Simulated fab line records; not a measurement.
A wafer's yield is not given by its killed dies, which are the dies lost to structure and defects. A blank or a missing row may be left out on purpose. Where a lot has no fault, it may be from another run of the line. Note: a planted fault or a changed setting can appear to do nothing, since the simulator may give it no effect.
fab line records + flow sky130
[record]
- lots = 6
- wafers = 18
- lastDay = 50
route steps=708 shown METAL1@448 VIA1@458 PAD_OPEN@708
lots untouched by any fault: they come from a run of this same line in which no faults occurred
startH: hours from the record's first day to the start of the lot's first wafer shown + waitH: time in hours since the lot's previous step + " same as the row above + L1.1+2: one row covering several wafers at once + - no value, or no start was given + * or withheld: withheld + < > ~ a bound
route shown NAME@n: a module of which the file shows steps, and the number in the route of the first + usual: mean/standard deviation of fault-free wafers + same: alike in all rows + chamber/n: place in a boat + sites: the reading at each site + _std_site: the standard deviation of these + _edge_site: inner sites' mean taken away from outer sites' mean + radiusMm: how far each site lies from the wafer's centre + mask NAME#n: copy n + behind: the tool/chamber that last shaped the wafer + hold: reason for holding the lot/hours on hold/outcome of the hold + device: whichever transistor did not switch (one of n, p or np) + end of line: the same wafers' tests at the end of the route + for a step that has no rows: nothing shown but its recipe + killed: the dies lost at the first sort to structure and to defects; this is not the yield of the wafer + map: a wafer's dies, x killed, . not, _ none there
set.NAME: the run value of the setting; set.NAME@STEP: its run value at that earlier step + model.NAME: the simulator's own value behind a step, which no gauge read
lots seen at some steps along the route; tables by step, rows by wafer
services: when a tool's chamber went out of use (startH, in hours from the record's first day, below 0 if earlier), for how many hours, and the reason
[[steps]]
[step SKY_METAL1_DEVELOP_14]
[recipe]
- developTimeS = 60
- resist = KrF-thick
- devTempC = 21
[step SKY_METAL1_CD_MEAS_15]
[recipe]
- targetCdNm = 140
[usual]
- cdNm = 139.8/1.6
| lot.wafer | tool     | chamber | startH | waitH | cdNm  |
|-----------|----------|---------|--------|-------|-------|
| L737.1    | cdSem-01 | -       | 788.13 | -     | 143.8 |
| L737.2    | "        | -       | "      | "     | 143.4 |
| L737.6    | "        | -       | "      | "     | 142.4 |
| L738.3    | cdSem-02 | -       | 800.72 | -     | 139.5 |
| L738.4    | "        | -       | "      | "     | 138.8 |
| L738.6    | "        | -       | "      | "     | 140.4 |
| L740.4    | cdSem-02 | -       | 808.97 | -     | 139.7 |
| L740.5    | "        | -       | "      | "     | 142.5 |
| L740.6    | "        | -       | "      | "     | 139.7 |
| L749.3    | cdSem-01 | -       | 882.00 | -     | 138.7 |
| L749.4    | "        | -       | "      | "     | 138.3 |
| L749.6    | "        | -       | "      | "     | 138.5 |
| L753.2    | cdSem-01 | -       | 908.73 | -     | 139.8 |
| L753.4    | "        | -       | "      | "     | 138.1 |
| L753.5    | "        | -       | "      | "     | 139.0 |
| L754.1    | cdSem-01 | -       | 917.47 | -     | 137.5 |
| L754.3    | "        | -       | "      | "     | 139.0 |
| L754.5    | "        | -       | "      | "     | 138.7 |
[step SKY_METAL1_OVL_MEAS_16]
[usual]
- METAL1_OVL = 4/5.2
| lot.wafer | tool       | chamber | startH | waitH | METAL1_OVL[nm] |
|-----------|------------|---------|--------|-------|----------------|
| L737.1    | overlay-02 | -       | 788.25 | 0.1   | 10             |
| L737.2    | "          | -       | "      | "     | 7              |
| L737.6    | "          | -       | "      | "     | 8              |
| L738.3    | overlay-02 | -       | 800.82 | 0.1   | 1              |
| L738.4    | "          | -       | "      | "     | 10             |
| L738.6    | "          | -       | "      | "     | 5              |
| L740.4    | overlay-02 | -       | 809.05 | 0.1   | 9              |
| L740.5    | "          | -       | "      | "     | 13             |
| L740.6    | "          | -       | "      | "     | 1              |
| L749.3    | overlay-02 | -       | 882.10 | 0.1   | 9              |
| L749.4    | "          | -       | "      | "     | 5              |
| L749.6    | "          | -       | "      | "     | 3              |
| L753.2    | overlay-02 | -       | 908.83 | 0.1   | -2             |
| L753.4    | "          | -       | "      | "     | 5              |
| L753.5    | "          | -       | "      | "     | 2              |
| L754.1    | overlay-01 | -       | 917.59 | 0.1   | -11            |
| L754.3    | "          | -       | "      | "     | -3             |
| L754.5    | "          | -       | "      | "     | -8             |
[step SKY_METAL1_DESCUM_17]
[recipe]
- chemistry = O2
- sourcePowerW = 150
- biasPowerW = 0
- pressureMtorr = 10
- tempC = 40
- timeS = 8
[usual]
- drypumpMotorCurrentA = 5.61/0.19
- oesProductAu = 1.003/0.0087
| lot.wafer | tool        | chamber | startH | waitH | drypumpMotorCurrentA | oesProductAu | rfHoursCounterH |
|-----------|-------------|---------|--------|-------|----------------------|--------------|-----------------|
| L737.1    | rieMetal-01 | 1       | 788.28 | 0.0   | 5.68                 | 1.003        | 8               |
| L737.2    | "           | 0       | "      | "     | 5.62                 | 0.988        | 8               |
| L737.6    | "           | 1       | "      | "     | 5.64                 | 1.016        | -               |
| L738.3    | rieMetal-04 | 1       | 800.85 | 0.0   | 5.25                 | 0.995        | -               |
| L738.4    | "           | 0       | "      | "     | 5.88                 | 1.012        | -               |
| L738.6    | "           | 1       | "      | "     | 5.25                 | 1.000        | -               |
| L740.4    | rieMetal-01 | 1       | 809.07 | 0.0   | 5.65                 | 1.001        | -               |
| L740.5    | "           | 1       | "      | "     | 5.66                 | 1.010        | -               |
| L740.6    | "           | 0       | "      | "     | 5.63                 | 1.009        | -               |
| L749.3    | rieMetal-04 | 0       | 882.13 | 0.0   | 5.88                 | 0.998        | -               |
| L749.4    | "           | 1       | "      | "     | 5.23                 | 0.992        | -               |
| L749.6    | "           | 1       | "      | "     | 5.24                 | 0.991        | -               |
| L753.2    | rieMetal-04 | 0       | 908.86 | 0.0   | 5.87                 | 1.008        | 10              |
| L753.4    | "           | 0       | "      | "     | 5.88                 | 1.010        | -               |
| L753.5    | "           | 1       | "      | "     | 5.25                 | 0.991        | -               |
| L754.1    | rieMetal-03 | 1       | 917.63 | 0.0   | 5.63                 | 1.004        | 1               |
| L754.3    | "           | 1       | "      | "     | 5.61                 | 0.990        | -               |
| L754.5    | "           | 0       | "      | "     | 5.60                 | 0.990        | -               |
[step SKY_METAL1_ETCH_18]
[recipe]
- chemistry = N2/H2
- target = BARC
- ionEnergyEv = 200
- biasW = 100
- pressureMtorr = 30
- n2FlowSccm = 100
- h2FlowSccm = 200
- icpW = 500
- stopOn = SiO2
- timeS = 45.9
- targetDepthA = 600
[usual]
- drypumpMotorCurrentA = 5.61/0.19
- oesProductAu = 0.855/0.0042
- throttleValvePct = 13.225/0.0095
| lot.wafer | tool        | chamber | startH | waitH | drypumpMotorCurrentA | oesProductAu | rfHoursCounterH | throttleValvePct |
|-----------|-------------|---------|--------|-------|----------------------|--------------|-----------------|------------------|
| L737.1    | rieMetal-01 | 1       | 788.31 | 0.0   | 5.69                 | 0.849        | 8               | 13.227           |
| L737.2    | "           | 0       | "      | "     | 5.66                 | 0.851        | 8               | 13.232           |
| L737.6    | "           | 1       | "      | "     | 5.68                 | 0.864        | -               | 13.213           |
| L738.3    | rieMetal-04 | 1       | 800.89 | 0.0   | 5.23                 | 0.852        | -               | 13.241           |
| L738.4    | "           | 0       | "      | "     | 5.84                 | 0.859        | -               | 13.228           |
| L738.6    | "           | 1       | "      | "     | 5.22                 | 0.854        | -               | 13.220           |
| L740.4    | rieMetal-01 | 1       | 809.12 | 0.0   | 5.67                 | 0.865        | -               | 13.231           |
| L740.5    | "           | 1       | "      | "     | 5.65                 | 0.862        | -               | 13.218           |
| L740.6    | "           | 0       | "      | "     | 5.66                 | 0.855        | -               | 13.232           |
| L749.3    | rieMetal-04 | 0       | 882.17 | 0.0   | 5.88                 | 0.852        | -               | 13.233           |
| L749.4    | "           | 1       | "      | "     | 5.22                 | 0.856        | -               | 13.223           |
| L749.6    | "           | 1       | "      | "     | 5.25                 | 0.848        | -               | 13.222           |
| L753.2    | rieMetal-04 | 0       | 908.90 | 0.0   | 5.87                 | 0.856        | 10              | 13.220           |
| L753.4    | "           | 0       | "      | "     | 5.85                 | 0.850        | -               | 13.212           |
| L753.5    | "           | 1       | "      | "     | 5.22                 | 0.857        | -               | 13.229           |
| L754.1    | rieMetal-03 | 1       | 917.66 | 0.0   | 5.59                 | 0.855        | 1               | 13.231           |
| L754.3    | "           | 1       | "      | "     | 5.60                 | 0.854        | -               | 13.217           |
| L754.5    | "           | 0       | "      | "     | 5.62                 | 0.850        | -               | 13.220           |
[step SKY_METAL1_METAL_ETCH_19]
[recipe]
- targetDepthA = 3600
- stopOn = SiO2
- overEtchFrac = 0.3
- timeS = 78
- chemistry = Cl2/BCl3
- resistSidewallDeg = 88
- pressureMtorr = 10
- icpW = 900
- biasW = 48.5
- Cl2_flow_sccm = 60
- bcl3FlowSccm = 30
[usual]
- drypumpMotorCurrentA = 5.60/0.19
- oesProductAu = 0.852/0.0054
- throttleValvePct = 22.264/0.0089
| lot.wafer | tool        | chamber | startH | waitH | drypumpMotorCurrentA | oesProductAu | rfHoursCounterH | throttleValvePct |
|-----------|-------------|---------|--------|-------|----------------------|--------------|-----------------|------------------|
| L737.1    | rieMetal-01 | 1       | 788.38 | 0.0   | 5.67                 | 0.848        | 9               | 22.272           |
| L737.2    | "           | 0       | "      | "     | 5.64                 | 0.859        | 8               | 22.269           |
| L737.6    | "           | 1       | "      | "     | 5.67                 | 0.854        | -               | 22.266           |
| L738.3    | rieMetal-04 | 1       | 800.96 | 0.1   | 5.21                 | 0.856        | -               | 22.281           |
| L738.4    | "           | 0       | "      | "     | 5.85                 | 0.858        | -               | 22.261           |
| L738.6    | "           | 1       | "      | "     | 5.24                 | 0.861        | -               | 22.279           |
| L740.4    | rieMetal-01 | 1       | 809.19 | 0.1   | 5.68                 | 0.844        | -               | 22.269           |
| L740.5    | "           | 1       | "      | "     | 5.64                 | 0.851        | -               | 22.260           |
| L740.6    | "           | 0       | "      | "     | 5.63                 | 0.856        | -               | 22.257           |
| L749.3    | rieMetal-04 | 0       | 882.24 | 0.1   | 5.83                 | 0.845        | -               | 22.275           |
| L749.4    | "           | 1       | "      | "     | 5.22                 | 0.848        | -               | 22.260           |
| L749.6    | "           | 1       | "      | "     | 5.25                 | 0.845        | -               | 22.272           |
| L753.2    | rieMetal-04 | 0       | 908.96 | 0.0   | 5.86                 | 0.853        | 10              | 22.245           |
| L753.4    | "           | 0       | "      | "     | 5.86                 | 0.852        | -               | 22.257           |
| L753.5    | "           | 1       | "      | "     | 5.21                 | 0.857        | -               | 22.269           |
| L754.1    | rieMetal-03 | 1       | 917.72 | 0.0   | 5.62                 | 0.852        | 2               | 22.252           |
| L754.3    | "           | 1       | "      | "     | 5.64                 | 0.849        | -               | 22.279           |
| L754.5    | "           | 0       | "      | "     | 5.61                 | 0.845        | -               | 22.263           |
[step SKY_METAL1_STRIP_20]
[recipe]
- chemistry = O2/N2
- powerW = 1400
- pressureMtorr = 1500
- platenTempC = withheld
- o2FlowSccm = 3000
- n2FlowSccm = 300
- overashFraction = 0.5
[usual]
- drypumpMotorCurrentA = 5.3/0.4
- oesProductAu = 0.342/0.0049
- stripTimeToEndpointS = 2.68/0.036
[same]
- overashFraction = 0.5
| lot.wafer | tool           | chamber | startH | waitH | drypumpMotorCurrentA | oesProductAu | rfHoursCounterH | stripTimeToEndpointS |
|-----------|----------------|---------|--------|-------|----------------------|--------------|-----------------|----------------------|
| L737.1    | plasmaAsher-03 | 1       | 788.47 | 0.1   | 4.9                  | 0.349        | 62              | 2.67                 |
| L737.2    | "              | 0       | "      | "     | 5.3                  | 0.343        | 62              | 2.73                 |
| L737.6    | "              | 0       | "      | "     | 5.3                  | 0.344        | -               | 2.70                 |
| L738.3    | plasmaAsher-03 | 1       | 801.06 | 0.1   | 4.9                  | 0.341        | -               | 2.71                 |
| L738.4    | "              | 0       | "      | "     | 5.3                  | 0.347        | -               | 2.63                 |
| L738.6    | "              | 1       | "      | "     | 4.9                  | 0.340        | -               | 2.74                 |
| L740.4    | plasmaAsher-01 | 0       | 809.28 | 0.1   | 5.1                  | 0.340        | -               | 2.72                 |
| L740.5    | "              | 0       | "      | "     | 5.1                  | 0.345        | -               | 2.70                 |
| L740.6    | "              | 1       | "      | "     | 5.5                  | 0.350        | -               | 2.65                 |
| L749.3    | plasmaAsher-04 | 1       | 882.34 | 0.1   | 6.3                  | 0.339        | -               | 2.65                 |
| L749.4    | "              | 0       | "      | "     | 5.8                  | 0.343        | -               | 2.73                 |
| L749.6    | "              | 1       | "      | "     | 6.3                  | 0.338        | -               | 2.70                 |
| L753.2    | plasmaAsher-01 | 1       | 909.05 | 0.1   | 5.4                  | 0.353        | 17              | 2.67                 |
| L753.4    | "              | 1       | "      | "     | 5.4                  | 0.343        | -               | 2.68                 |
| L753.5    | "              | 0       | "      | "     | 5.1                  | 0.349        | -               | 2.75                 |
| L754.1    | plasmaAsher-01 | 0       | 917.81 | 0.1   | 5.1                  | 0.341        | 18              | 2.71                 |
| L754.3    | "              | 1       | "      | "     | 5.5                  | 0.351        | -               | 2.74                 |
| L754.5    | "              | 1       | "      | "     | 5.5                  | 0.349        | -               | 2.70                 |
[step SKY_METAL1_STRIP_21]
[recipe]
- chemistry = postEtchResidueRemover
- timeS = 1200
- tempC = 72.5
[step SKY_METAL1_CLEAN_22]
[recipe]
- chemistry = IPA
- timeS = 180
- tempC = 25
[step SKY_METAL1_CLEAN_23]
[recipe]
- chemistry = O3/DIW
- dry = n2Spin
[step SKY_VIA1_HDPCVD_00]
[recipe]
- material = SiO2
- targetThkNm = 1030
- sigmaOpenFrac = 0.3
- timeS = 171.7
- tempC = 400
- sih4FlowSccm = 60
- pressureMtorr = 6
[step SKY_VIA1_THK_MEAS_01]
[recipe]
- reads = SiO2_of_VIA1_HDPCVD_00
[usual]
- VIA1_HDPCVD_THK = 1034/10
| lot.wafer | tool         | chamber | startH | waitH | VIA1_HDPCVD_THK[nm] |
|-----------|--------------|---------|--------|-------|---------------------|
| L737.1    | filmMetro-04 | -       | 789.17 | 0.1   | 1039                |
| L737.2    | "            | -       | "      | "     | 1036                |
| L737.6    | "            | -       | "      | "     | 1041                |
| L738.3    | filmMetro-04 | -       | 801.82 | 0.1   | 1058                |
| L738.4    | "            | -       | "      | "     | 1053                |
| L738.6    | "            | -       | "      | "     | 1057                |
| L740.4    | filmMetro-04 | -       | 809.99 | 0.0   | 1043                |
| L740.5    | "            | -       | "      | "     | 1027                |
| L740.6    | "            | -       | "      | "     | 1035                |
| L749.3    | filmMetro-02 | -       | 883.07 | 0.1   | 1041                |
| L749.4    | "            | -       | "      | "     | 1045                |
| L749.6    | "            | -       | "      | "     | 1028                |
| L753.2    | filmMetro-04 | -       | 909.76 | 0.1   | 1027                |
| L753.4    | "            | -       | "      | "     | 1030                |
| L753.5    | "            | -       | "      | "     | 1018                |
| L754.1    | filmMetro-02 | -       | 918.55 | 0.1   | 1022                |
| L754.3    | "            | -       | "      | "     | 1029                |
| L754.5    | "            | -       | "      | "     | 1035                |
[step SKY_VIA1_CMP_02]
[recipe]
- material = SiO2
- downForcePsi = 4
- platenRpm = 60
- padVelocityMS = 0.94248
[usual]
- motorCurrentA = 12.2/0.92
- platenRpm = 60.00/0.04
| lot.wafer | tool   | chamber | startH | waitH | motorCurrentA | platenRpm |
|-----------|--------|---------|--------|-------|---------------|-----------|
| L737.1    | cmp-02 | 0       | 789.54 | 0.4   | 12.1          | 60.01     |
| L737.2    | "      | 2       | "      | "     | 11.6          | 60.03     |
| L737.6    | "      | 1       | "      | "     | 14.4          | 60.00     |
| L738.3    | cmp-02 | 3       | 801.96 | 0.1   | 11.3          | 60.06     |
| L738.4    | "      | 0       | "      | "     | 12.6          | 60.09     |
| L738.6    | "      | 1       | "      | "     | 13.8          | 53.99     |
| L740.4    | cmp-02 | 1       | 810.12 | 0.1   | 13.4          | 54.00     |
| L740.5    | "      | 3       | "      | "     | 10.7          | 60.02     |
| L740.6    | "      | 0       | "      | "     | 12.6          | 59.95     |
| L749.3    | cmp-01 | 3       | 883.21 | 0.1   | 12.3          | 59.97     |
| L749.4    | "      | 0       | "      | "     | 11.9          | 59.97     |
| L749.6    | "      | 1       | "      | "     | 11.9          | 60.00     |
| L753.4    | cmp-01 | 1       | 909.81 | 0.0   | 11.9          | 60.03     |
| L753.2    | "      | 3       | "      | "     | 12.0          | 59.92     |
| L753.5    | "      | 2       | "      | "     | 12.7          | 59.92     |
| L754.3    | cmp-02 | 3       | 918.61 | 0.0   | 11.4          | 60.04     |
| L754.1    | "      | 1       | "      | "     | 14.7          | 59.99     |
| L754.5    | "      | 3       | "      | "     | 10.7          | 60.01     |
[step SKY_VIA1_BOW_MEAS_03]
[recipe]
- mode = bow
[usual]
- VIA1_BOW = 80/7.2
| lot.wafer | tool         | chamber | startH | waitH | VIA1_BOW[um] |
|-----------|--------------|---------|--------|-------|--------------|
| L737.1    | filmMetro-04 | -       | 789.84 | 0.2   | 91           |
| L737.2    | "            | -       | "      | "     | 82           |
| L737.6    | "            | -       | "      | "     | 77           |
| L738.3    | filmMetro-02 | -       | 802.20 | 0.2   | 77           |
| L738.4    | "            | -       | "      | "     | 87           |
| L738.6    | "            | -       | "      | "     | 78           |
| L740.4    | filmMetro-02 | -       | 810.38 | 0.2   | 70           |
| L740.5    | "            | -       | "      | "     | 79           |
| L740.6    | "            | -       | "      | "     | 73           |
| L749.3    | filmMetro-02 | -       | 883.45 | 0.2   | 76           |
| L749.4    | "            | -       | "      | "     | 82           |
| L749.6    | "            | -       | "      | "     | 85           |
| L753.2    | filmMetro-02 | -       | 910.13 | 0.2   | 92           |
| L753.4    | "            | -       | "      | "     | 89           |
| L753.5    | "            | -       | "      | "     | 87           |
| L754.1    | filmMetro-04 | -       | 918.91 | 0.1   | 90           |
| L754.3    | "            | -       | "      | "     | 88           |
| L754.5    | "            | -       | "      | "     | 63           |
[step SKY_PAD_OPEN_PROBE_99]
[usual]
- defectLimitedYield = 82.4/2
- killed_at_M0_to_M3 = 44/6.5
- killed_at_M4_up = 3.3/1.7
- killedAtContacts = 25/5.3
- killedAtFrontEnd = 15/5
- killedAtOther = 0.2/0.47
- killedDies = 87/9.9
- killedOpen = 47/8
- killedShort = 39/6.1
- sort_bin_3_pad_short = 0.9/0.43
- sort_bin_5_function = 10.4/1.5
- sort_bin_6_memory = 6.2/1.2
- sortNPass = 405/9.9
- sortYieldPct = 82.4/2
[same]
- grossDies = 492
- killedAtBackSide = 0
- sort_bin_4_leakage[%] = 0
- sort_bin_8_speed[%] = 0
| lot.wafer | tool      | chamber | startH  | waitH | defectLimitedYield[%] | killed_at_M0_to_M3 | killed_at_M4_up | killedAtContacts | killedAtFrontEnd | killedAtOther | killedDies | killedOpen | killedShort | sort_bin_3_pad_short[%] | sort_bin_5_function[%] | sort_bin_6_memory[%] | sortNPass | sortYieldPct[%] |
|-----------|-----------|---------|---------|-------|-----------------------|--------------------|-----------------|------------------|------------------|---------------|------------|------------|-------------|-------------------------|------------------------|----------------------|-----------|-----------------|
| L737.1    | prober-02 | -       | 1092.48 | 0.1   | 84.6                  | 34                 | 2               | 23               | 16               | 1             | 76         | 42         | 34          | 0.2                     | 8.5                    | 6.7                  | 416       | 84.6            |
| L737.2    | prober-02 | -       | 1092.53 | 0.1   | 83.1                  | 43                 | 7               | 22               | 11               | 0             | 83         | 46         | 37          | 1.0                     | 11.6                   | 4.3                  | 409       | 83.1            |
| L737.6    | prober-02 | -       | 1092.73 | 0.2   | 80.1                  | 49                 | 2               | 26               | 21               | 0             | 98         | 56         | 42          | 1.0                     | 11.6                   | 7.3                  | 394       | 80.1            |
| L738.3    | prober-01 | -       | 1105.05 | 0.2   | 81.3                  | 51                 | 1               | 22               | 17               | 1             | 92         | 46         | 46          | 1.4                     | 11.0                   | 6.3                  | 400       | 81.3            |
| L738.4    | prober-01 | -       | 1105.10 | 0.2   | 83.3                  | 35                 | 4               | 31               | 12               | 0             | 82         | 54         | 28          | 0.4                     | 9.8                    | 6.5                  | 410       | 83.3            |
| L738.6    | prober-01 | -       | 1105.20 | 0.2   | 81.3                  | 41                 | 4               | 33               | 14               | 0             | 92         | 51         | 41          | 0.6                     | 10.8                   | 7.3                  | 400       | 81.3            |
| L740.4    | prober-01 | -       | 1113.63 | 0.2   | 83.3                  | 36                 | 6               | 26               | 14               | 0             | 82         | 43         | 39          | 0.8                     | 10.8                   | 5.1                  | 410       | 83.3            |
| L740.5    | prober-01 | -       | 1113.68 | 0.2   | 83.5                  | 38                 | 6               | 19               | 17               | 1             | 81         | 47         | 34          | 1.2                     | 10.2                   | 5.1                  | 411       | 83.5            |
| L740.6    | prober-01 | -       | 1113.73 | 0.2   | 82.5                  | 37                 | 2               | 24               | 22               | 1             | 86         | 50         | 36          | 1.0                     | 10.2                   | 6.3                  | 406       | 82.5            |
| L749.3    | prober-02 | -       | 1165.04 | 0.2   | 80.7                  | 41                 | 5               | 31               | 18               | 0             | 95         | 61         | 34          | 1.4                     | 11.6                   | 6.3                  | 397       | 80.7            |
| L749.4    | prober-02 | -       | 1165.09 | 0.2   | 80.9                  | 48                 | 3               | 26               | 17               | 0             | 94         | 50         | 44          | 1.0                     | 9.1                    | 8.9                  | 398       | 80.9            |
| L749.6    | prober-02 | -       | 1165.19 | 0.2   | 80.9                  | 44                 | 3               | 27               | 20               | 0             | 94         | 44         | 50          | 0.8                     | 10.0                   | 8.3                  | 398       | 80.9            |
| L753.2    | prober-02 | -       | 1182.82 | 0.1   | 84.3                  | 36                 | 6               | 21               | 14               | 0             | 77         | 35         | 42          | 1.0                     | 10.0                   | 4.7                  | 415       | 84.3            |
| L753.4    | prober-02 | -       | 1182.92 | 0.2   | 82.9                  | 38                 | 4               | 27               | 15               | 0             | 84         | 45         | 39          | 0.2                     | 9.8                    | 7.1                  | 408       | 82.9            |
| L753.5    | prober-02 | -       | 1182.97 | 0.2   | 82.5                  | 42                 | 4               | 21               | 18               | 1             | 86         | 44         | 42          | 0.8                     | 10.6                   | 6.1                  | 406       | 82.5            |
| L754.1    | prober-01 | -       | 1188.82 | 0.1   | 82.7                  | 45                 | 2               | 20               | 18               | 0             | 85         | 49         | 36          | 0.8                     | 8.9                    | 7.5                  | 407       | 82.7            |
| L754.3    | prober-01 | -       | 1188.92 | 0.2   | 86.2                  | 34                 | 3               | 16               | 13               | 2             | 68         | 38         | 30          | 0.6                     | 7.5                    | 5.7                  | 424       | 86.2            |
| L754.5    | prober-01 | -       | 1189.02 | 0.2   | 82.7                  | 37                 | 2               | 31               | 14               | 1             | 85         | 47         | 38          | 0.4                     | 11.2                   | 5.7                  | 407       | 82.7            |
// killed by level:class
L737.1 LI_CONTACT:geometricParticle:open=10 METAL1:geometricParticle:short=8 CONTACT:geometricParticle:open=6 VIA1:geometricParticle:open=5 VIA1:geometricParticle:short=5 CONTACT:geometricParticle:short=4 VIA2:geometricParticle:short=4 FIELD_ISO:geometricParticle:open=3
L737.2 VIA1:geometricParticle:open=9 CONTACT:geometricParticle:open=6 VIA2:geometricParticle:open=6 LI_CONTACT:geometricParticle:open=5 VIA3:geometricParticle:short=4 CONTACT:geometricParticle:short=4 METAL1:geometricParticle:short=4 METAL2:geometricParticle:short=4
L737.6 VIA1:geometricParticle:open=10 FIELD_ISO:geometricParticle:open=9 VIA2:geometricParticle:open=9 VIA3:geometricParticle:open=8 CONTACT:geometricParticle:short=7 CONTACT:geometricParticle:open=7 VIA3:geometricParticle:short=6 LI_CONTACT:geometricParticle:open=5
L738.3 CONTACT:geometricParticle:open=9 VIA2:geometricParticle:open=9 METAL2:geometricParticle:short=8 VIA1:geometricParticle:open=8 FIELD_ISO:geometricParticle:short=7 LI_CONTACT:geometricParticle:open=7 VIA1:geometricParticle:short=6 LI_CONTACT:geometricParticle:short=5
L738.4 CONTACT:geometricParticle:open=16 LI_CONTACT:geometricParticle:open=9 VIA3:geometricParticle:open=6 VIA1:geometricParticle:open=5 METAL2:geometricParticle:short=5 VIA2:geometricParticle:open=5 CONTACT:geometricParticle:short=4 FIELD_ISO:geometricParticle:short=3
L738.6 CONTACT:geometricParticle:open=14 VIA1:geometricParticle:open=11 LI_CONTACT:geometricParticle:open=7 CONTACT:geometricParticle:short=6 METAL2:geometricParticle:short=5 VIA2:geometricParticle:open=5 FIELD_ISO:geometricParticle:short=4 LOCAL_INTERCONNECT:geometricParticle:short=4
L740.4 CONTACT:geometricParticle:open=12 VIA1:geometricParticle:open=6 METAL2:geometricParticle:short=6 VIA3:geometricParticle:open=6 FIELD_ISO:geometricParticle:open=5 LI_CONTACT:geometricParticle:open=5 METAL1:geometricParticle:short=5 METAL4:geometricParticle:short=5
L740.5 VIA1:geometricParticle:open=10 VIA3:geometricParticle:open=8 LI_CONTACT:geometricParticle:open=6 FIELD_ISO:geometricParticle:open=5 POLY_GATE:geometricParticle:short=5 METAL1:geometricParticle:short=5 CONTACT:geometricParticle:open=5 LI_CONTACT:geometricParticle:short=4
L740.6 CONTACT:geometricParticle:open=11 VIA1:geometricParticle:open=9 METAL1:geometricParticle:short=8 FIELD_ISO:geometricParticle:open=7 FIELD_ISO:geometricParticle:short=5 LI_CONTACT:geometricParticle:open=5 METAL2:geometricParticle:short=5 VIA3:geometricParticle:open=5
L749.3 VIA1:geometricParticle:open=15 CONTACT:geometricParticle:open=10 LI_CONTACT:geometricParticle:open=8 CONTACT:geometricParticle:short=8 FIELD_ISO:geometricParticle:open=6 VIA2:geometricParticle:open=6 FIELD_ISO:geometricParticle:short=4 METAL1:geometricParticle:short=4
L749.4 VIA1:geometricParticle:open=10 VIA3:geometricParticle:open=9 METAL2:geometricParticle:short=7 LI_CONTACT:geometricParticle:open=7 CONTACT:geometricParticle:open=7 FIELD_ISO:geometricParticle:short=6 FIELD_ISO:geometricParticle:open=6 CONTACT:geometricParticle:short=6
L749.6 CONTACT:geometricParticle:open=10 FIELD_ISO:geometricParticle:short=7 VIA3:geometricParticle:open=7 METAL2:geometricParticle:short=7 VIA1:geometricParticle:short=7 VIA1:geometricParticle:open=7 LOCAL_INTERCONNECT:geometricParticle:short=6 FIELD_ISO:geometricParticle:open=5
L753.2 CONTACT:geometricParticle:open=8 VIA1:geometricParticle:open=6 FIELD_ISO:geometricParticle:short=5 VIA2:geometricParticle:short=5 VIA1:geometricParticle:short=5 VIA3:geometricParticle:open=5 LI_CONTACT:geometricParticle:open=4 METAL1:geometricParticle:short=4
L753.4 CONTACT:geometricParticle:open=11 LI_CONTACT:geometricParticle:open=8 METAL2:geometricParticle:short=8 VIA1:geometricParticle:open=6 CONTACT:geometricParticle:short=5 VIA2:geometricParticle:open=5 FIELD_ISO:geometricParticle:short=4 POLY_GATE:geometricParticle:open=4
L753.5 CONTACT:geometricParticle:open=9 VIA2:geometricParticle:open=8 VIA1:geometricParticle:short=7 VIA3:geometricParticle:open=7 VIA1:geometricParticle:open=6 FIELD_ISO:geometricParticle:short=5 LOCAL_INTERCONNECT:geometricParticle:short=5 FIELD_ISO:geometricParticle:open=4
L754.1 VIA1:geometricParticle:open=10 CONTACT:geometricParticle:open=7 VIA2:geometricParticle:open=7 VIA3:geometricParticle:open=6 FIELD_ISO:geometricParticle:short=5 LI_CONTACT:geometricParticle:open=5 METAL1:geometricParticle:short=5 VIA2:geometricParticle:short=5
L754.3 VIA1:geometricParticle:open=9 CONTACT:geometricParticle:open=6 VIA3:geometricParticle:open=6 FIELD_ISO:geometricParticle:open=5 VIA2:geometricParticle:open=4 METAL3:geometricParticle:short=4 FIELD_ISO:geometricParticle:short=3 POLY_GATE:geometricParticle:short=3
L754.5 CONTACT:geometricParticle:open=14 VIA1:geometricParticle:open=8 METAL2:geometricParticle:short=6 LI_CONTACT:geometricParticle:open=5 VIA3:geometricParticle:open=5 METAL3:geometricParticle:short=5 VIA2:geometricParticle:open=5 FIELD_ISO:geometricParticle:open=4
[[services]]
| tool           | chamber | startH | hours | kind                          |
|----------------|---------|--------|-------|-------------------------------|
| rieMetal-01    | -       | 793.67 | 14.6  | pm                            |
| cmp-02         | -       | 794.59 | 6.5   | pm                            |
| cmp-01         | -       | 797.93 | 1.4   | repair                        |
| cmp-01         | -       | 803.40 | 0.2   | repair                        |
| rieMetal-03    | 1       | 813.24 | 9.5   | repair                        |
| rieMetal-04    | -       | 827.30 | 1.4   | pm                            |
| cmp-01         | -       | 827.74 | 20.7  | repair                        |
| plasmaAsher-04 | -       | 847.45 | 4.7   | repair                        |
| rieMetal-03    | 1       | 868.59 | -     | clean                         |
| rieMetal-03    | 1       | 868.59 | 16.0  | scheduledDown                 |
| rieMetal-03    | 1       | 868.59 | 16.0  | ventCycle                     |
| rieMetal-03    | 0       | 890.63 | -     | clean                         |
| rieMetal-03    | 0       | 890.63 | 15.2  | scheduledDown                 |
| rieMetal-03    | 0       | 890.63 | 15.2  | ventCycle                     |
| cmp-01         | -       | 900.88 | 0.4   | repair                        |
| cmp-02         | -       | 909.04 | 2.0   | repair                        |
| cmp-01         | -       | 912.00 | 4.0   | pm                            |
| cmp-01         | -       | 916.00 | -     | consumableReplace:conditioner |
| cmp-01         | -       | 916.00 | -     | consumableReplace:pad         |
[[key]]
[firstSign]
- step = SKY_VIA1_CMP_02
- reading = platenRpm
- direction = down
- sigmas = 99+
- usual = 60.00
- struck = 53.99
effect none on later readings
metAt SKY_VIA1_CMP_02
struckWafers L738.6,L740.4
onsetBetween 789.54 801.96
[fault]
- kind = processParameterDrift
- tool = cmp-02
- chamber = 1
- onsetH = 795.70
- steps = SKY_VIA1_CMP_02
- channel = platenRpm
- offset = -6
- shape = step
- endH = 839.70
- actsIn = theseRecipesOnly
- stated = 60
